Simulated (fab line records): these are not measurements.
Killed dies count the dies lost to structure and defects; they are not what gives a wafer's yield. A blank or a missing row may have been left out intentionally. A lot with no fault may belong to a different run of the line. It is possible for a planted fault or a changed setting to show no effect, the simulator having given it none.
Problem report, 8D (eight disciplines) form, completed by code :: flow gf180mcu :: the parts of the form that need people (team, actions taken, sign-off) are left out

== 1. THE PROBLEM ==
Wafers without a fault read 3999.9 W, standard deviation 0.68; cathodeDcPowerW at GF_M1_SPUTTER_00 reads a mean of 4303.3 W on 6 wafers belonging to 2 lots. That is +99 or more standard deviations from the usual mean.
The step: material Ti, target thk 37.5 nm, time 150 s.
First observed at day 20 01:23: wafer L312.2, on pvdSputter-04. At this step, 18 wafers from 6 lots have a number in the record. Rule for "out" (also "out of limits"): further than 4 standard deviations from the usual mean. Any other wafer with a number is counted as sound.

== 2. WHAT IT IS, WHAT IT ISN'T ==
question: which readings at this step
is: cathodeDcPowerW
is not: substrateTempC, throttleValvePct

question: which lots
is: L312, L313
is not: L302, L321, L323, L324

question: which wafers of those lots
is: all that have a number
is not: -

question: read on which tools
is: pvdSputter-04
is not: pvdSputter-01, pvdSputter-03

question: when
is: from day 20 01:23
is not: up to then (3 sound wafers); but 9 sound wafers of L321, L323, L324 came after

== 3. WHAT RULES OUT EACH SUSPECT ==
Counting: a tool stays on the suspect list if, at a process step up to the reading, it processed all lots that are out and no sound lot following the first of them.
- plasmaAsher-01 at GF_CONTACT_STRIP_18 (strips in O2/N2): kept. It ran every lot that is out, first L312 (day 20 00:25), and no sound lot after that.
- pvdSputter-04 at GF_M1_SPUTTER_00 (material Ti, target thk 37.5 nm, time 150 s): ruled out as a lasting fault. After its first lot that is out, L312 (day 20 01:23), sound lots L324 ran on it.
Remaining after the count: plasmaAsher-01 at GF_CONTACT_STRIP_18.

== 4. THE CAUSE (what the simulator had put in) ==
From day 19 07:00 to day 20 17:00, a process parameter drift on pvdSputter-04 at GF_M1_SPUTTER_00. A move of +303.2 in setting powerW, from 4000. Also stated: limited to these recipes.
Counting ruled it out, wrongly.

== 5. THE EFFECT CHAIN, in route order ==
Rows list readings where the struck wafers' mean (over those with a number) sits beyond 3 standard deviations from the usual. Only readings whose record carries a usual standard deviation are examined. hours: median over the lots of the time between each lot's start at the first step of this table that gives one and its start at this step. sigmas: the change, counted in usual standard deviations.
hours: 0
step: GF_M1_SPUTTER_00
reading: cathodeDcPowerW
usual: 3999.9 W
on struck wafers: 4303.3
change: +303.4
sigmas: +99 or more
Process steps it contains:
- GF_M1_SPUTTER_00: material Ti, target thk 37.5 nm, time 150 s.

== 6. HOW IT WOULD HAVE BEEN CAUGHT EARLIER ==
In this record the first reading out of limits was taken at day 20 01:23, 18 hours after the fault began at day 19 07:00.
